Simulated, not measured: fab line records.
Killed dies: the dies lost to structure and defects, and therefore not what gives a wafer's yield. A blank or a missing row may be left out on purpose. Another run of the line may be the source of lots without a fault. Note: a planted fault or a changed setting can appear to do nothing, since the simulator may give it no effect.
A struck lot beside a sound one + flow sfq line + 42 out of 325 route steps
Sound: these wafers, L188.1, L188.4, L188.5. Struck: wafers L192.1, L192.4. (L192.5 of the same lot was not struck and is left out.) The cause comes at the end.
At each step with rows: each side's tool, then ch and its chambers, then its first start. Under that, the readings that differ: sound wafers + struck wafers + difference of the means + sigmas: that difference in standard deviations of wafers without a fault.
alike: readings whose means differ by less than 2 such deviations, and words and numbers that are the same on both sides. not compared: withheld readings, readings that some wafer has no value for, bounds like >300 that may hide the same value, and numbers for which the record gives no deviation and whose values overlap.
The two part at a step that has a row with sigmas, a row that says differs or no value, or rows on one side only. Non-overlapping numbers with no deviation appear without sigmas and do not part them. Lack of a reading on every wafer of one side parts them only where that side has two or more wafers.

first, 3 steps without rows for these wafers: SFQ_TRILAYER_I4_VIA_LITHO_EXPOSE_104 (exposes mask I4, target cd 700 nm); SFQ_TRILAYER_I4_VIA_LITHO_PEB_106 (peb time 60 s); SFQ_TRILAYER_I4_VIA_LITHO_DEVELOP_105 (time 60 s).
SFQ_I4_OVL_MEAS_928:
  sound on overlay-01 at day 50 06:53; struck on overlay-02 at day 50 16:23
  alike: I4_OVL
then, 8 steps without rows for these wafers: SFQ_TRILAYER_I4_VIA_BARC_OPEN_VIA_ETCH_146 (etches BARC in O2, target depth 125 nm, time 41.7 s); SFQ_TRILAYER_I4_VIA_ETCH_VIA_ETCH_106 (etches SiO2 in CHF3, stops on Nb, target depth 260 nm); SFQ_TRILAYER_I4_VIA_STRIP_STRIP_107 (strips in O2); SFQ_TRILAYER_I4_VIA_STRIP_SOLV_CLEAN_108 (cleans in NMP, time 600 s); SFQ_TRILAYER_JJ_TRILAYER_DEP_PRE_CLEAN_113 (time 22.5 s); SFQ_TRILAYER_JJ_TRILAYER_DEP_SPUTTER_109 (material Nb, target thk 150 nm, time 100 s); SFQ_TRILAYER_JJ_TRILAYER_DEP_SPUTTER_110 (material Al, target thk 8 nm, time 10 s); SFQ_TRILAYER_JJ_TRILAYER_DEP_AL_OXIDATION_111 (oxidation time 600 s).
SFQ_TRILAYER_JJ_TRILAYER_DEP_SPUTTER_112: material Nb, target thk 170 nm, time 113.3 s.
  sound on pvd sputter-03 at day 50 09:34; struck on pvd sputter-05 at day 50 18:39
| reading                                                      | sound             | struck      | difference | sigmas |
|--------------------------------------------------------------|-------------------|-------------|------------|--------|
| model.Nb_of_TRILAYER_JJ_TRILAYER_DEP_SPUTTER_112.thk nm (nm) | 168.8 171.3 170.6 | 152.8 151.1 | -18.3      |        |
  alike: throttle valve pct
SFQ_JJ_RS_MEAS_929: uses a four-point probe to measure.
  sound on film metro-01 at day 50 09:39; struck on film metro-03 at day 50 18:44
| reading           | sound             | struck      | difference | sigmas |
|-------------------|-------------------|-------------|------------|--------|
| JJ_NB_RS (ohm/sq) | 1.057 1.037 1.046 | 1.166 1.181 | +0.127     | +13    |
then, 6 steps without rows for these wafers: SFQ_TRILAYER_JJ_CE_LITHO_COAT_119 (resist thk 62 nm); SFQ_TRILAYER_JJ_CE_LITHO_COAT_114 (resist thk 600 nm); SFQ_TRILAYER_JJ_CE_LITHO_SOFTBAKE_118; SFQ_TRILAYER_JJ_CE_LITHO_EXPOSE_115 (exposes mask J5, target cd 700 nm); SFQ_TRILAYER_JJ_CE_LITHO_PEB_117 (peb time 60 s); SFQ_TRILAYER_JJ_CE_LITHO_DEVELOP_116 (time 60 s).
-- the record jumps here: 5 days lie between the struck wafers' starts before and after --
SFQ_JJ_OVL_MEAS_931:
  sound on overlay-02 at day 55 15:19; struck on overlay-01 at day 56 02:07
  alike: J5_OVL
then, 2 steps without rows for these wafers: SFQ_TRILAYER_JJ_CE_METRO_MEASURE_117; SFQ_TRILAYER_JJ_CE_BARC_OPEN_RIE_150 (chemistry O2, target BARC, target depth 240 nm, time 80 s).
SFQ_TRILAYER_JJ_CE_ETCH_RIE_118: chemistry SF6, target Nb, stops on Al2O3, time 97.7 s, target depth 170 nm.
  sound on rie metal-04 ch 0,1, day 55 16:38; struck on rie metal-01 ch 0,1, day 56 03:26
| reading               | sound             | struck      | difference | sigmas |
|-----------------------|-------------------|-------------|------------|--------|
| oes product au (a.u.) | 0.987 0.991 0.995 | 0.933 0.936 | -0.056     | -9     |
  alike: drypump motor current A
  not compared: rf hours counter h
then, 1 step without rows for these wafers: SFQ_TRILAYER_JJ_ANODIZE_ANODIZE_119.
SFQ_TRILAYER_JJ_CE_STRIP_STRIP_120: strips in O2.
  sound on rie metal-01 ch 0,1, day 55 17:17; struck on rie metal-02 ch 1, day 56 04:03
  alike: drypump motor current A, oes product au
  not compared: rf hours counter h
then, 7 steps without rows for these wafers: SFQ_TRILAYER_JJ_CE_STRIP_SOLV_CLEAN_121 (cleans in NMP, time 600 s); SFQ_TRILAYER_M5_LITHO_COAT_128 (resist thk 62 nm); SFQ_TRILAYER_M5_LITHO_COAT_123 (resist thk 600 nm); SFQ_TRILAYER_M5_LITHO_SOFTBAKE_127; SFQ_TRILAYER_M5_LITHO_EXPOSE_124 (exposes mask M5, target cd 700 nm); SFQ_TRILAYER_M5_LITHO_PEB_126 (peb time 60 s); SFQ_TRILAYER_M5_LITHO_DEVELOP_125 (time 60 s).
-- the record jumps here: 5 days lie between the struck wafers' starts before and after --
SFQ_M5_OVL_MEAS_932:
  sound on overlay-01 at day 61 02:14; struck on overlay-02 at day 61 10:46
  alike: M5_OVL
then, 1 step without rows for these wafers: SFQ_TRILAYER_M5_BARC_OPEN_METAL_ETCH_161 (etches BARC in O2, target depth 125 nm, time 41.7 s).
SFQ_TRILAYER_M5_ETCH_METAL_ETCH_126: etches Nb in Cl2/BCl3, stops on SiO2, time 203.2 s, target depth 265 nm.
  sound on rie metal-03 ch 0,1, day 61 02:20; struck on rie metal-03 ch 1, day 61 10:51
  alike: drypump motor current A, oes product au
  not compared: rf hours counter h
SFQ_TRILAYER_M5_STRIP_STRIP_127: strips in O2.
  sound on rie metal-03 ch 0,1, day 61 02:31; struck on rie metal-03 ch 1, day 61 11:03
  alike: drypump motor current A, oes product au
  not compared: rf hours counter h
then, 1 step without rows for these wafers: SFQ_TRILAYER_M5_STRIP_SOLV_CLEAN_128 (cleans in NMP, time 600 s).
SFQ_TRILAYER_A5B_DEP_PECVD_129: deposits SiO2 from SiH4/N2O, time 133.33 s, target thk 600 nm.
  sound on pecvd-04 ch 1,2, day 61 03:18; struck on pecvd-01 ch 1, day 61 11:49
  alike: heater power w, throttle valve pct
then, 1 step without rows for these wafers: SFQ_TRILAYER_A5B_CMP_CMP_130 (polishes, stops on Nb, target thk 340.7 nm).
SFQ_TRILAYER_A5B_METRO_MEASURE_131:
  sound on film metro-02 at day 61 06:23; struck on film metro-02 at day 61 15:26
  alike: thk nm
-- the record jumps here: 5 days lie between the struck wafers' starts before and after --
SFQ_TRILAYER_R5_ETCH_METAL_ETCH_139: etches the open film in Cl2, stops on SiO2, target depth 60 nm, time 40 s.
  sound on rie metal-04 ch 1, day 66 05:47; struck on rie metal-03 ch 1, day 66 11:17
| reading                                                      | sound             | struck      | difference | sigmas |
|--------------------------------------------------------------|-------------------|-------------|------------|--------|
| drypump motor current A (A)                                  | 5.5 5.5 5.5       | 6.4 6.4     | +0.9       | +3     |
| model.Nb_of_TRILAYER_JJ_TRILAYER_DEP_SPUTTER_112.thk nm (nm) | 158.8 161.3 160.5 | 142.9 141.3 | -18.1      |        |
  alike: oes product au
  not compared: rf hours counter h

== WHERE THEY PART ==
Last at SFQ_TRILAYER_R5_ETCH_METAL_ETCH_139 as far as this record goes, first at SFQ_JJ_RS_MEAS_929.

WHY: whatever the simulator had introduced
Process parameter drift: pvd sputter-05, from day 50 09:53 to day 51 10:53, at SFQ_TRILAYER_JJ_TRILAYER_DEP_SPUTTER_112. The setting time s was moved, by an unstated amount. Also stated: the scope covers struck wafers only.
